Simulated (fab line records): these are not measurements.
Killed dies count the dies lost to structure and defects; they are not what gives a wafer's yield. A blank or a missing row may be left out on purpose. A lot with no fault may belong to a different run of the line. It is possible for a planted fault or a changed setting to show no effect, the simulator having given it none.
Which tool did it? :: flow gf180mcu :: 13 lots, 39 wafers sampled, at 1 step of a route of 602

WHAT EACH GAUGE READ, for each wafer
GF_MVSD_TW_MEAS_11.
lot: L176
measured: day 4 11:35
on: film metro-04
MVSD_TW: 1563 1559 1563

lot: L177
measured: day 4 17:18
on: film metro-03
MVSD_TW: 1581 1567 1575

lot: L180
measured: day 5 10:34
on: film metro-04
MVSD_TW: 1566 1559 1564

lot: L181
measured: day 5 18:26
on: film metro-04
MVSD_TW: 1556 1558 1561

lot: L182
measured: day 5 22:00
on: film metro-04
MVSD_TW: 1550 1551 1562

lot: L183
measured: day 6 03:52
on: film metro-04
MVSD_TW: 1571 1560 1559

lot: L184
measured: day 6 11:17
on: film metro-04
MVSD_TW: 1577 1567 1576

lot: L191
measured: day 8 01:46
on: film metro-01
MVSD_TW: 1577 1588 1589

lot: L193
measured: day 8 13:48
on: film metro-01
MVSD_TW: 1584 1581 1572

lot: L195
measured: day 8 23:17
on: film metro-01
MVSD_TW: 1575 1579 1572

lot: L196
measured: day 9 09:30
on: film metro-04
MVSD_TW: 1591 1585 1584

lot: L198
measured: day 9 17:04
on: film metro-04
MVSD_TW: 1583 1584 1581

lot: L199
measured: day 9 23:41
on: film metro-04
MVSD_TW: 1589 1586 1586

EACH LOT AND THE TOOL THAT RAN IT (in order: tool; ch and the chambers of the sampled wafers; start)
The record shows no process step preceding these readings.

AS READ BY THE TOOLS THEMSELVES (means over the sampled wafers that have a number; for cases with no such wafer, the mark the record gives instead)
The record holds no such reading with a usual standard deviation.

THE ANSWER, worked out from the rows above alone
Rule: usual is defined by the lots themselves. The widest of any qualifying gaps counts: lots, ordered by their means at a reading, are off when they make up no more than a third of the lots, leave a main group of 4 or more, and stand apart from it by 3 or more times the standard deviation of that group's means. A main group whose means are all the same, to the digits that the tables above print for the reading, isn't used. Also off: a lot with no number at a reading for which 4 or more lots have one. Where the step has rows for the other lots, those lots are counted as sound. First the gauges in route order, then the tools' own readings, where a lot's mean is used as printed above. The first step at which some lot is off is used, and at that step the reading that is off furthest; a lot without a number counts as furthest.
No lot is off on any of the readings shown, so nothing can be concluded from this.

WHAT WAS PUT IN BY THE SIMULATOR
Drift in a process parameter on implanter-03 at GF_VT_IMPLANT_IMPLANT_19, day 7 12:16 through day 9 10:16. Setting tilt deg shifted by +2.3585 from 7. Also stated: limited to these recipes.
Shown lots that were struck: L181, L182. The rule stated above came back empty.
